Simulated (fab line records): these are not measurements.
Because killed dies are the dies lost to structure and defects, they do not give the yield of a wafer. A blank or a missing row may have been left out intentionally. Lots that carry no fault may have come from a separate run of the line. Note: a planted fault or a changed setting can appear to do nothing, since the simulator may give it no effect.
Comparing a struck lot with a sound one	flow sky130	43 out of 708 route steps
Sound: these wafers, L185.4, L185.5, L185.6. Struck: wafer L194.5. (L194.2, L194.3 of the same lot were not struck and are left out.) The cause comes at the end.
For every step that has rows: the tool of each side, followed by ch and its chambers, followed by its first start. Under that, the readings that differ: sound wafers	struck wafers	difference of the means	sigmas: that difference in standard deviations of wafers without a fault.
alike: readings with means less than 2 such deviations apart, plus words and numbers identical on both sides. not compared: withheld readings, readings lacking a value on some wafer, bounds such as >300 that could conceal the same value, and numbers that have no deviation in the record and whose values overlap.
A row with sigmas, a row that says differs or no value, or rows on one side alone: a step with any of these is where the two part. Non-overlapping numbers with no deviation appear without sigmas and do not part them. Lack of a reading on every wafer of one side parts them only where that side has two or more wafers.

first, 3 steps without rows for these wafers: SKY_SONOS_ONO_WET_ETCH_18 (etches Si3N4 in H3PO4, target depth 15 nm, time 172 s); SKY_GATE_OXIDE_CLEAN_00 (cleans in SC1/SC2, time 150 s); SKY_GATE_OXIDE_OXIDATION_01 (stabilise 600 s, purge 300 s, target thk 10.268 nm).
SKY_GATE_OXIDE_THK_MEAS_02:
  struck on film-metro-04, day 19 02:52; sound on film-metro-02, day 15 22:05
  alike: GATE_OXIDE_OXIDATION_00_THK
then, 7 steps without rows for these wafers: SKY_GATE_OXIDE_DEHYDRATE_03 (time 60 s); SKY_GATE_OXIDE_HMDS_04 (prime time 60 s); SKY_GATE_OXIDE_COAT_05 (resist thk 1140 nm); SKY_GATE_OXIDE_SOFTBAKE_06 (time 60 s); SKY_GATE_OXIDE_EXPOSE_07 (exposes mask LVOM, target cd 600 nm); SKY_GATE_OXIDE_PEB_08; SKY_GATE_OXIDE_DEVELOP_09 (develop time 60 s).
SKY_GATE_OXIDE_OVL_MEAS_10:
  struck on overlay-02, day 20 09:28; sound on overlay-01, day 17 02:05
  alike: GATE_OXIDE_OVL
SKY_GATE_OXIDE_IMPLANT_11:
  sound on implanter-04 ch 0, day 17 02:11; struck on implanter-04 ch 0, day 20 09:31
then, 1 step without rows for these wafers: SKY_GATE_OXIDE_WET_ETCH_12 (etches SiO2 in dHF, target depth 16.8 nm, time 336 s).
SKY_GATE_OXIDE_STRIP_13: strips in O2/N2.
  sound on plasma-asher-04 ch 0,1, day 17 02:23; struck on plasma-asher-02 ch 1, day 20 09:45
reading	sound	struck	difference	sigmas
oes-product-au (a.u.)	0.714 0.721 0.716	0.706	-0.011	-2
  alike: drypump-motor-current-A, strip-time-to-endpoint-s
  not compared: rf-hours-counter-h
SKY_GATE_OXIDE_TW_MEAS_14:
  struck on film-metro-01, day 20 09:52; sound on film-metro-02, day 17 02:29
reading	sound	struck	difference	sigmas
GATE_OXIDE_TW	225.3 224.4 225.4	220.1	-4.9	-2
then, 3 steps without rows for these wafers: SKY_GATE_OXIDE_CLEAN_15 (cleans in SC1/SC2, time 150 s); SKY_GATE_OXIDE_OXIDATION_16 (stabilise 600 s, purge 300 s, target thk 3.57 nm); SKY_POLY_GATE_CVD_00 (deposits poly-Si, target thk 180 nm, time 720 s).
SKY_POLY_GATE_THK_MEAS_01:
  struck on film-metro-03, day 20 13:31; sound on film-metro-01, day 17 06:38
  alike: POLY_GATE_CVD_00_THK
then, 8 steps without rows for these wafers: SKY_RES_PROTECT_DEHYDRATE_00 (time 60 s); SKY_RES_PROTECT_HMDS_01 (prime time 60 s); SKY_RES_PROTECT_COAT_02 (resist thk 1140 nm); SKY_RES_PROTECT_SOFTBAKE_03 (time 60 s); SKY_RES_PROTECT_EXPOSE_04 (exposes mask RPM, target cd 1270 nm); SKY_RES_PROTECT_PEB_05; SKY_RES_PROTECT_DEVELOP_06 (develop time 60 s); SKY_POLY_GATE_IMPLANT_02.
SKY_RES_PROTECT_STRIP_07: strips in O2/N2.
  sound on plasma-asher-03 ch 0,1, day 18 12:17; struck on plasma-asher-03 ch 1, day 21 19:43
reading	sound	struck	difference	sigmas
strip-time-to-endpoint-s (s)	23.30 23.29 23.31	23.37	+0.07	+2
  alike: drypump-motor-current-A, oes-product-au
  not compared: rf-hours-counter-h
SKY_RES_PROTECT_TW_MEAS_08:
  struck on film-metro-04, day 21 19:50; sound on film-metro-03, day 18 12:23
  alike: POLY_GATE_TW
then, 2 steps without rows for these wafers: SKY_RES_PROTECT_CLEAN_09 (cleans in SC1/SC2, time 150 s); SKY_POLY_GATE_CVD_03 (deposits Si3N4 from DCS/NH3, target thk 75 nm, time 1290 s).
SKY_POLY_GATE_THK_MEAS_04:
  struck on film-metro-02, day 21 21:18; sound on film-metro-02, day 18 16:20
  alike: POLY_GATE_CVD_03_THK
then, 8 steps without rows for these wafers: SKY_POLY_GATE_DEHYDRATE_05 (time 60 s); SKY_POLY_GATE_HMDS_06 (prime time 60 s); SKY_POLY_GATE_COAT_07 (resist thk 110 nm); SKY_POLY_GATE_COAT_08 (resist thk 450 nm); SKY_POLY_GATE_SOFTBAKE_09 (time 90 s); SKY_POLY_GATE_EXPOSE_10 (exposes mask P1M, target cd 150 nm); SKY_POLY_GATE_PEB_11; SKY_POLY_GATE_DEVELOP_12 (develop time 60 s).
SKY_POLY_GATE_CD_MEAS_13: target cd 150 nm.
  struck on cd-sem-02, day 23 03:59; sound on cd-sem-01, day 19 22:28
  alike: cd-nm
-- record jumps: 27 days separate the struck wafers' starts on either side; left off in module POLY_GATE, taken up again in module PAD_OPEN, whose first shown step is the route's number 708 --
SKY_PAD_OPEN_PROBE_99:
  struck on prober-02, day 50 02:33; sound on prober-01, day 48 01:50
reading	sound	struck	difference	sigmas
killed-at-other	0 0 0	1	+1	+2
model.etest.tip-p.rs-ohm-sq-range	145.9 263.9 168.4	296	+103	
model.etest.nfet_01v8.drive-ua-um-range	12.7 9.759 10.01	20.93	+10.11	
model.etest.pfet_01v8.drive-ua-um-range	6.675 9.659 6.772	20.25	+12.55	
model.etest.pfet_01v8_lvt.vt-v-range	0.01945 0.0157 0.01058	0.1775	+0.1623	
model.etest.pfet_01v8.vt-v-range	0.0135 0.008642 0.01092	0.07324	+0.06222	
model.etest.nfet_01v8.vt-v-range	0.008533 0.01335 0.009419	0.02741	+0.01698	
  alike: killed_at_M0_to_M3, killed_at_M4_up, killed-at-contacts, killed-at-front-end, killed-dies, killed-on-rim, killed-open, killed-short

## WHERE THEY PART
First at SKY_GATE_OXIDE_STRIP_13; last, within this record, at SKY_PAD_OPEN_PROBE_99.

WHY: what the simulator had put in
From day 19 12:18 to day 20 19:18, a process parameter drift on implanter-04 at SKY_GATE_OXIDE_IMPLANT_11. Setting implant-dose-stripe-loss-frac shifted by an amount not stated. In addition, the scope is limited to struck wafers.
